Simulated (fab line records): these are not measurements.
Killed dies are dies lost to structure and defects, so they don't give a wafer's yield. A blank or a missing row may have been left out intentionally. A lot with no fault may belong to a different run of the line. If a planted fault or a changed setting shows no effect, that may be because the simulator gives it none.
What tool caused it? + flow gf180mcu + 14 lots, 42 wafers sampled, at 6 steps of a route of 602

WHAT THE GAUGES SHOWED, per wafer
GF_MVPSD_OVL_MEAS_07. Usual: MVPSD_OVL 0.6 nm, standard deviation 1.4.
| lot  | measured     | on         | MVPSD_OVL (nm) | flag |
|------|--------------|------------|----------------|------|
| L554 | day 4 21:51  | overlay-01 | -0.5 1.7 1.6   |      |
| L555 | day 5 11:15  | overlay-01 | 1.6 0.0 0.7    |      |
| L557 | day 5 21:31  | overlay-01 | -0.2 0.5 -0.2  |      |
| L558 | day 6 00:41  | overlay-01 | 0.2 1.6 0.4    |      |
| L560 | day 6 16:05  | overlay-02 | 1.2 2.3 1.6    |      |
| L561 | day 6 23:22  | overlay-01 | 1.0 -2.1 0.7   |      |
| L562 | day 7 01:51  | overlay-01 | -0.7 0.1 -1.0  |      |
| L563 | day 7 14:02  | overlay-01 | -1.0 1.9 1.8   |      |
| L564 | day 7 14:49  | overlay-02 | 0.2 -0.4 2.1   |      |
| L565 | day 7 21:31  | overlay-01 | 2.0 0.0 1.9    |      |
| L566 | day 8 02:32  | overlay-01 | 3.6 2.4 2.0    |      |
| L568 | day 8 13:29  | overlay-02 | 0.8 1.0 0.8    |      |
| L575 | day 10 08:26 | overlay-01 | 0.4 0.7 -0.8   |      |
| L576 | day 10 09:59 | overlay-01 | 1.1 0.5 2.1    |      |

GF_MVPSD_TW_MEAS_11. Usual: MVPSD_TW 551, standard deviation 5.6.
| lot  | measured     | on            | MVPSD_TW    | flag |
|------|--------------|---------------|-------------|------|
| L554 | day 4 22:17  | film_metro-01 | 558 559 559 |      |
| L555 | day 5 11:41  | film_metro-02 | 551 547 550 |      |
| L557 | day 5 21:58  | film_metro-03 | 549 550 549 |      |
| L558 | day 6 01:08  | film_metro-02 | 550 551 550 |      |
| L560 | day 6 16:32  | film_metro-01 | 561 559 558 |      |
| L561 | day 6 23:48  | film_metro-03 | 546 545 545 |      |
| L562 | day 7 02:17  | film_metro-01 | 558 558 557 |      |
| L563 | day 7 14:29  | film_metro-01 | 556 560 558 |      |
| L564 | day 7 15:15  | film_metro-03 | 541 542 544 |      |
| L565 | day 7 21:57  | film_metro-02 | 555 554 553 |      |
| L566 | day 8 02:59  | film_metro-03 | 546 546 546 |      |
| L568 | day 8 13:56  | film_metro-03 | 553 546 544 |      |
| L575 | day 10 08:53 | film_metro-02 | 645 649 648 | OFF  |
| L576 | day 10 10:26 | film_metro-02 | 644 647 646 | OFF  |

GF_VT_IMPLANT_OVL_MEAS_07. Usual: VT_IMPLANT_OVL 0.9 nm, standard deviation 1.4.
| lot  | measured     | on         | VT_IMPLANT_OVL (nm) | flag |
|------|--------------|------------|---------------------|------|
| L554 | day 5 12:40  | overlay-01 | -0.4 0.6 -0.4       |      |
| L555 | day 6 02:30  | overlay-01 | 2.9 2.2 2.5         |      |
| L557 | day 6 12:40  | overlay-02 | 0.0 -0.6 0.4        |      |
| L558 | day 6 16:40  | overlay-01 | 2.9 1.7 2.2         |      |
| L560 | day 7 07:34  | overlay-02 | 0.9 -0.2 -0.7       |      |
| L561 | day 7 15:26  | overlay-02 | 0.1 1.7 2.6         |      |
| L562 | day 7 18:00  | overlay-01 | 1.0 0.5 -0.3        |      |
| L563 | day 8 05:43  | overlay-02 | 1.2 2.0 2.1         |      |
| L564 | day 8 06:26  | overlay-02 | -0.2 0.4 -0.3       |      |
| L565 | day 8 13:47  | overlay-01 | 0.5 1.2 0.5         |      |
| L566 | day 8 19:34  | overlay-01 | 2.8 -0.1 1.7        |      |
| L568 | day 9 05:16  | overlay-01 | 0.4 1.3 1.5         |      |
| L575 | day 11 02:26 | overlay-01 | 0.6 1.1 1.2         |      |
| L576 | day 11 03:32 | overlay-02 | 3.1 2.9 2.1         |      |

GF_VT_IMPLANT_RS_MEAS_49: measures by four-point-probe. Usual: MVPSD_RS 1169 ohm/sq, standard deviation 3.2.
| lot  | measured     | on            | MVPSD_RS (ohm/sq) | flag |
|------|--------------|---------------|-------------------|------|
| L554 | day 7 11:49  | film_metro-02 | 1172 1165 1167    |      |
| L555 | day 8 03:04  | film_metro-01 | 1176 1174 1174    |      |
| L557 | day 8 14:20  | film_metro-01 | 1170 1170 1172    |      |
| L558 | day 8 17:42  | film_metro-01 | 1170 1171 1174    |      |
| L560 | day 9 08:25  | film_metro-01 | 1174 1170 1173    |      |
| L561 | day 9 17:58  | film_metro-01 | 1169 1167 1170    |      |
| L562 | day 9 20:52  | film_metro-02 | 1166 1169 1171    |      |
| L563 | day 10 09:36 | film_metro-02 | 1164 1163 1162    |      |
| L564 | day 10 10:30 | film_metro-01 | 1173 1172 1171    |      |
| L565 | day 10 18:24 | film_metro-01 | 1171 1167 1169    |      |
| L566 | day 10 23:41 | film_metro-01 | 1171 1170 1172    |      |
| L568 | day 11 12:22 | film_metro-03 | 1168 1169 1170    |      |
| L575 | day 13 13:50 | film_metro-01 | 1201 1196 1202    | OFF  |
| L576 | day 13 14:52 | film_metro-02 | 1200 1197 1199    | OFF  |

GF_HV_LDD_OVL_MEAS_08. Usual: HV_LDD_OVL 0.3 nm, standard deviation 1.1.
| lot  | measured     | on         | HV_LDD_OVL (nm) | flag |
|------|--------------|------------|-----------------|------|
| L554 | day 10 02:35 | overlay-02 | 2.0 2.1 -1.6    |      |
| L555 | day 10 20:40 | overlay-02 | 0.2 -1.2 -0.5   |      |
| L557 | day 11 03:42 | overlay-01 | 0.0 -0.6 2.1    |      |
| L558 | day 11 11:16 | overlay-01 | 2.1 1.3 1.6     |      |
| L560 | day 11 23:37 | overlay-01 | 0.6 2.3 0.2     |      |
| L561 | day 12 12:05 | overlay-02 | 0.9 0.0 1.9     |      |
| L562 | day 12 15:52 | overlay-02 | 0.7 0.2 0.6     |      |
| L563 | day 13 04:10 | overlay-02 | 3.2 2.2 0.6     |      |
| L564 | day 13 04:28 | overlay-02 | -0.2 -0.6 -0.6  |      |
| L565 | day 13 12:59 | overlay-02 | 0.9 -0.5 -0.9   |      |
| L566 | day 13 17:19 | overlay-01 | -0.1 -0.1 -0.1  |      |
| L568 | day 14 06:38 | overlay-02 | 1.5 -0.8 0.1    |      |
| L575 | day 16 13:31 | overlay-02 | 0.2 -0.2 0.7    |      |
| L576 | day 16 18:01 | overlay-02 | 2.5 2.1 1.2     |      |

WHAT TOOL EACH LOT RAN ON (gives the tool, then ch and the chambers of the sampled wafers, and finally the start)
| lot  | GF_MVPSD_IMPLANT_09             |
|------|---------------------------------|
| L554 | implanter-04 ch 0, day 4 22:03  |
| L555 | implanter-03 ch 0, day 5 11:27  |
| L557 | implanter-03 ch 0, day 5 21:45  |
| L558 | implanter-04 ch 0, day 6 00:53  |
| L560 | implanter-03 ch 0, day 6 16:17  |
| L561 | implanter-03 ch 0, day 6 23:33  |
| L562 | implanter-03 ch 0, day 7 02:03  |
| L563 | implanter-04 ch 0, day 7 14:14  |
| L564 | implanter-04 ch 0, day 7 15:00  |
| L565 | implanter-01 ch 0, day 7 21:42  |
| L566 | implanter-01 ch 0, day 8 02:44  |
| L568 | implanter-03 ch 0, day 8 13:41  |
| L575 | implanter-04 ch 0, day 10 08:38 |
| L576 | implanter-04 ch 0, day 10 10:11 |
- GF_MVPSD_IMPLANT_09

AS READ BY THE TOOLS THEMSELVES (means over the sampled wafers that have a number; for cases with no such wafer, the mark the record gives instead)
GF_MVPSD_IMPLANT_09. Usual: tilt_deg 0.000 degrees, standard deviation 0.021.
| lot  | tool         | tilt_deg (degrees) | flag |
|------|--------------|--------------------|------|
| L554 | implanter-04 | 0.002              |      |
| L555 | implanter-03 | -0.008             |      |
| L557 | implanter-03 | 0.035              |      |
| L558 | implanter-04 | -0.017             |      |
| L560 | implanter-03 | -0.020             |      |
| L561 | implanter-03 | 0.012              |      |
| L562 | implanter-03 | -0.022             |      |
| L563 | implanter-04 | 0.011              |      |
| L564 | implanter-04 | 0.024              |      |
| L565 | implanter-01 | 0.012              |      |
| L566 | implanter-01 | -0.008             |      |
| L568 | implanter-03 | -0.001             |      |
| L575 | implanter-04 | -0.011             |      |
| L576 | implanter-04 | -0.030             |      |

THE ANSWER, worked out from the rows above alone
Rule: lot off if the mean of its wafers having a number is beyond 3 standard deviations from the usual mean. A lot without any number at a reading at which 4 lots or more have one is off too. Any other lot the step has rows for is counted as sound. The gauges are gone through in route order, then the tools' own readings, and for those a lot's mean is taken as printed above. The first step at which some lot is off is used, and at that step the reading that is off furthest; a lot without a number counts as furthest.
Off: at GF_MVPSD_TW_MEAS_11 (MVPSD_TW), L575, L576.
A tool fits if, at a process step before that reading, it ran every lot that is off, and no sound lot after the first of them. Those tools and the gauges at GF_MVPSD_TW_MEAS_11 are tried in the same way. Can't be told from this: 2 tools fit, implanter-04 at GF_MVPSD_IMPLANT_09, film_metro-02 at GF_MVPSD_TW_MEAS_11.

WHAT THE SIMULATOR PUT IN
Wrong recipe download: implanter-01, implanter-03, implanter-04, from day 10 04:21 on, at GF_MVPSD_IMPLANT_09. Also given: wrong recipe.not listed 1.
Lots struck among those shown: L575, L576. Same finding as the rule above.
